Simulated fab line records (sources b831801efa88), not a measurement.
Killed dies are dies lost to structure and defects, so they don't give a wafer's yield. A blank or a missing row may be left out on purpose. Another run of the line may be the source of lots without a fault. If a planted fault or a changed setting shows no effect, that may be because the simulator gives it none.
A struck lot beside a sound one || flow gf180mcu || 16 out of 602 route steps
Sound: the wafers L191.1, L191.3, L191.4. Struck: wafers L183.2, L183.4. (L183.3 of the same lot was not struck and is left out.) The cause comes at the end.
Each step with rows lists, per side, the tool, then ch with its chambers, then its first start. Under that, the readings that differ: sound wafers || struck wafers || difference of the means || sigmas: that difference in standard deviations of wafers without a fault.
alike: same words and numbers on both sides, and readings whose means sit less than 2 such deviations apart. not compared: any withheld reading, any reading some wafer has no value for, any bound like >300 that may hide the same value, and any number with overlapping values for which the record gives no deviation.
Wherever a step has rows on one side only, a row that says differs or no value, or a row with sigmas, the two part there. Non-overlapping numbers with no deviation appear without sigmas and do not part them. A reading missing from all wafers of one side parts the sides only when that side holds two or more wafers.

first, 3 steps without rows for these wafers: GF_V2_EXPOSE_11 (exposes mask Via2, target cd 260 nm); GF_V2_PEB_12 (peb time 90 s); GF_V2_DEVELOP_13 (develop time 60 s).
GF_V2_CD_MEAS_14 targets a cd of 260 nm.
  sound: cd_sem-02 at day 27 19:14; struck: cd_sem-02 at day 25 00:31
  alike: cd_nm
GF_V2_OVL_MEAS_15:
  sound: overlay-02 at day 27 19:22; struck: overlay-01 at day 25 00:37
  alike: V2_OVL
GF_V2_ETCH_16: etches BARC in N2/H2.
  sound on rie_diel-03 ch 1,2,3, day 27 19:24; struck on rie_diel-03 ch 1,2, day 25 00:39
  alike: drypump_motor_current_A, oes_product_au, throttle_valve_pct
GF_V2_ETCH_17: etches SiO2 in C4F8/O2/Ar, stops on TiN, target depth 630 nm.
  sound: rie_diel-03 ch 1,2,3; struck: rie_diel-03 ch 1,2
  alike: oes_product_au
GF_V2_STRIP_18: strips in O2/N2.
  sound on plasma_asher-04 ch 0,1, day 27 19:32; struck on plasma_asher-03 ch 0, day 25 00:47
  alike: drypump_motor_current_A, heater_power_w, oes_product_au
  not compared: rf_hours_counter_h
then, 2 steps without rows for these wafers: GF_V2_STRIP_19 (strips in post etch residue remover, time 1200 s); GF_V2_CLEAN_20 (cleans in DIW).
GF_V2_SPUTTER_21: material Ti, target thk 15 nm, time 80.02 s.
  sound: pvd_sputter-03 at day 27 20:05; struck: pvd_sputter-04 at day 25 01:21
  alike: throttle_valve_pct
then, 1 step without rows for these wafers: GF_V2_SPUTTER_22 (material TiN, target thk 10 nm, time 40 s).
GF_V2_CVD_23: deposits W, target thk 350 nm, time 104.94 s.
  sound on cvd_w-01 ch 0,1, day 27 20:11; struck on cvd_w-01 ch 0, day 25 01:27
{"reading": "model.W_of_V2_CVD_23.thk_nm (nm)", "sound": "351.4 351.5 363.2", "struck": "334.5 332.9", "difference": -21.7, "sigmas": ""}
  alike: heater_power_w
GF_V2_RS_MEAS_24: a four-point-probe measurement.
  sound: film_metro-04 at day 27 20:18; struck: film_metro-02 at day 25 01:35
{"reading": "V2_W_RS (ohm/sq)", "sound": "0.326 0.326 0.316", "struck": "0.342 0.344", "difference": "+0.020", "sigmas": "+4"}
  not compared: hold
GF_V2_THK_MEAS_25: measures by xrf.
  sound: film_metro-04 at day 27 20:25; struck: film_metro-02 at day 25 01:41
{"reading": "V2_W_THK (nm)", "sound": "359 359 372", "struck": "337 339", "difference": -25, "sigmas": -3}
  not compared: hold
GF_V2_CMP_26: polishes, stops on SiO2, t overpolish 15 s, target thk 0 nm.
  sound on cmp-02 ch 1,2,3, day 27 20:32; struck on cmp-02 ch 0,2, day 25 02:56
  alike: motor_current_A
  not compared: hold

WHERE THEY PART
Earliest at GF_V2_RS_MEAS_24; latest, in this record, at GF_V2_THK_MEAS_25. Later steps at which nothing parts them and some readings are alike: GF_V2_CMP_26.

WHY: the cause the simulator had injected
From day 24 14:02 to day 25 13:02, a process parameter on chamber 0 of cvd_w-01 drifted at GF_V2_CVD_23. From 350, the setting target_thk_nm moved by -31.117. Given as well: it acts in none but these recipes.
